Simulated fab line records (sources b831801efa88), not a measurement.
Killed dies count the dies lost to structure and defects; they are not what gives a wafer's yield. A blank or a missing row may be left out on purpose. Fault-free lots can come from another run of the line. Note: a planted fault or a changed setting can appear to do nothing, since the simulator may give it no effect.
Which tool is to blame? | flow gf180mcu | 11 lots with 32 wafers sampled at 5 steps, on a route of 602 steps

## WHAT EACH GAUGE READ, for each wafer
GF_M4_CD_MEAS_14: the cd target is 280 nm.
lot  | measured     | on        | cd nm (nm)
L109 | day 23 10:34 | cd sem-01 | 279.9 281.6 280.1
L110 | day 23 18:39 | cd sem-02 | 278.2 277.5 278.0
L111 | day 24 05:36 | cd sem-01 | 280.4 279.6 279.2
L120 | day 27 11:50 | cd sem-01 | 189.9 279.8
L122 | day 27 16:03 | cd sem-01 | 278.8 279.0 278.5
L123 | day 28 00:34 | cd sem-02 | 281.5 281.6 282.4
L126 | day 29 00:57 | cd sem-02 | 280.6 280.5 280.5
L129 | day 29 14:30 | cd sem-02 | 281.6 282.3 280.0
L130 | day 29 22:01 | cd sem-02 | 281.0 281.7 282.4
L131 | day 30 05:20 | cd sem-02 | 283.3 282.7 283.5
L132 | day 30 13:15 | cd sem-02 | 281.3 281.9 281.7

## TOOL THAT RAN EACH LOT (tool first, then ch and the chambers of the sampled wafers, then the start)
lot  | GF_V1_CMP_26                  | GF_V2_ETCH_16                      | GF_M3_SPUTTER_02             | GF_M4_EXPOSE_11
L109 | cmp-02 ch 1,2, day 18 04:07   | rie diel-03 ch 0,1, day 20 06:52   | pvd sputter-01, day 20 08:21 | krf scanner-02 ch 0, day 22 23:20
L110 | cmp-02 ch 2,3, day 18 14:31   | rie diel-04 ch 0,2,3, day 20 17:07 | pvd sputter-02, day 20 18:36 | krf scanner-01 ch 0, day 23 07:34
L111 | cmp-02 ch 1,2,3, day 19 00:29 | rie diel-01 ch 1,2, day 21 03:35   | pvd sputter-01, day 21 05:05 | krf scanner-02 ch 0, day 23 18:49
L120 | cmp-01 ch 0,1, day 22 16:00   | rie diel-04 ch 0,2, day 24 15:32   | pvd sputter-01, day 24 17:02 | krf scanner-02 ch 0, day 27 01:38
L122 | cmp-01 ch 0,2,3, day 22 23:43 | rie diel-01 ch 1,2,3, day 24 21:31 | pvd sputter-01, day 24 22:59 | krf scanner-01 ch 0, day 27 06:28
L123 | cmp-02 ch 1,2,3, day 23 09:22 | rie diel-03 ch 0,1, day 25 06:46   | pvd sputter-04, day 25 08:36 | krf scanner-01 ch 0, day 27 15:22
L126 | cmp-02 ch 0,2, day 24 11:17   | rie diel-01 ch 0,1,2, day 26 08:19 | pvd sputter-04, day 26 09:55 | krf scanner-01 ch 0, day 28 15:26
L129 | cmp-01 ch 0,1,2, day 25 02:40 | rie diel-03 ch 0,1,3, day 26 23:26 | pvd sputter-01, day 27 01:16 | krf scanner-01 ch 0, day 29 05:46
L130 | cmp-02 ch 0,2,3, day 25 11:45 | rie diel-04 ch 0,2,3, day 27 07:54 | pvd sputter-01, day 27 09:24 | krf scanner-01 ch 0, day 29 12:55
L131 | cmp-02 ch 0,2,3, day 25 19:45 | rie diel-04 ch 0,2,3, day 27 14:53 | pvd sputter-04, day 27 17:05 | krf scanner-02 ch 0, day 29 20:22
L132 | cmp-02 ch 1,2, day 26 05:08   | rie diel-01 ch 0,1, day 27 23:50   | pvd sputter-01, day 28 01:26 | krf scanner-01 ch 0, day 30 04:31
- GF_V1_CMP_26: polishes, stops on SiO2, t overpolish 15 s, target thk 0 nm.
- GF_V2_ETCH_16: etches BARC in N2/H2.
- GF_M3_SPUTTER_02: material AlCu, target thk 450 nm, time 23.9 s.
- GF_M4_EXPOSE_11: exposes mask Metal4, target cd 280 nm.

## AS READ BY THE TOOLS THEMSELVES (means over the sampled wafers that have a number; for cases with no such wafer, the mark the record gives instead)
GF_V1_CMP_26.
lot  | tool   | motor current A (A) | overpolish run s (s) | slurry filter dp kPa (kPa) | time to endpoint s (s)
L109 | cmp-02 | 9.9                 | 14.998               | 13.64                      | 81
L110 | cmp-02 | 11.5                | 14.992               | 13.48                      | 83
L111 | cmp-02 | 10.4                | 15.007               | 13.46                      | 82
L120 | cmp-01 | 11.6                | 14.995               | 13.69                      | 89
L122 | cmp-01 | 10.3                | 15.000               | 13.54                      | 86
L123 | cmp-02 | 11.1                | 15.002               | 13.31                      | 85
L126 | cmp-02 | 10.5                | 14.999               | 13.44                      | 86
L129 | cmp-01 | 10.5                | 15.005               | 13.71                      | 86
L130 | cmp-02 | 11.4                | 15.002               | 13.53                      | 88
L131 | cmp-02 | 11.5                | 15.004               | 13.37                      | 89
L132 | cmp-02 | 10.3                | 15.004               | 13.48                      | 84

GF_V2_ETCH_16.
lot  | tool        | drypump motor current A (A) | oes product au (a.u.) | throttle valve pct (%)
L109 | rie diel-03 | 5.73                        | 0.855                 | 13.226
L110 | rie diel-04 | 5.48                        | 0.855                 | 13.219
L111 | rie diel-01 | 5.54                        | 0.849                 | 13.227
L120 | rie diel-04 | 5.46                        | 0.855                 | 13.218
L122 | rie diel-01 | 5.76                        | 0.848                 | 13.231
L123 | rie diel-03 | 5.81                        | 0.852                 | 13.230
L126 | rie diel-01 | 5.40                        | 0.853                 | 13.220
L129 | rie diel-03 | 5.79                        | 0.853                 | 13.228
L130 | rie diel-04 | 5.48                        | 0.851                 | 13.231
L131 | rie diel-04 | 5.48                        | 0.855                 | 13.220
L132 | rie diel-01 | 5.24                        | 0.854                 | 13.230

GF_M3_SPUTTER_02.
lot  | tool           | throttle valve pct (%)
L109 | pvd sputter-01 | 28.8
L110 | pvd sputter-02 | 30.5
L111 | pvd sputter-01 | 29.4
L120 | pvd sputter-01 | 28.7
L122 | pvd sputter-01 | 30.2
L123 | pvd sputter-04 | 30.2
L126 | pvd sputter-04 | 30.5
L129 | pvd sputter-01 | 30.3
L130 | pvd sputter-01 | 29.0
L131 | pvd sputter-04 | 31.3
L132 | pvd sputter-01 | 29.3

## THE ANSWER, worked out from the rows above alone
Rule: the usual values come from the lots themselves. Put in order of their means at a reading, lots are off if they are a third of the lots or fewer, leave a main group of 4 or more, and stand apart from it by a gap of 3 or more times the standard deviation of the main group's means; of several such gaps the widest counts. A main group is skipped when, at the precision printed for the reading in the tables above, its means are all equal. A lot without any number at a reading at which 4 lots or more have one is off too. The other lots that the step has rows for count as sound. Order of review: gauges by route order, followed by the tools' own readings, for which a lot's mean as printed above is used. At the first step where some lot is off, the reading lying furthest off is the one used; lots without a number count as furthest.
Off, at GF_M4_CD_MEAS_14 on cd nm: L120. For the main group the mean is 280.7 nm and the standard deviation 1.5.
A tool fits if, at a process step before that reading, it ran every lot that is off, and no sound lot after the first of them. Gauges at GF_M4_CD_MEAS_14: tried the same way as those tools. None of those tried fits.

## WHAT THE SIMULATOR PUT IN
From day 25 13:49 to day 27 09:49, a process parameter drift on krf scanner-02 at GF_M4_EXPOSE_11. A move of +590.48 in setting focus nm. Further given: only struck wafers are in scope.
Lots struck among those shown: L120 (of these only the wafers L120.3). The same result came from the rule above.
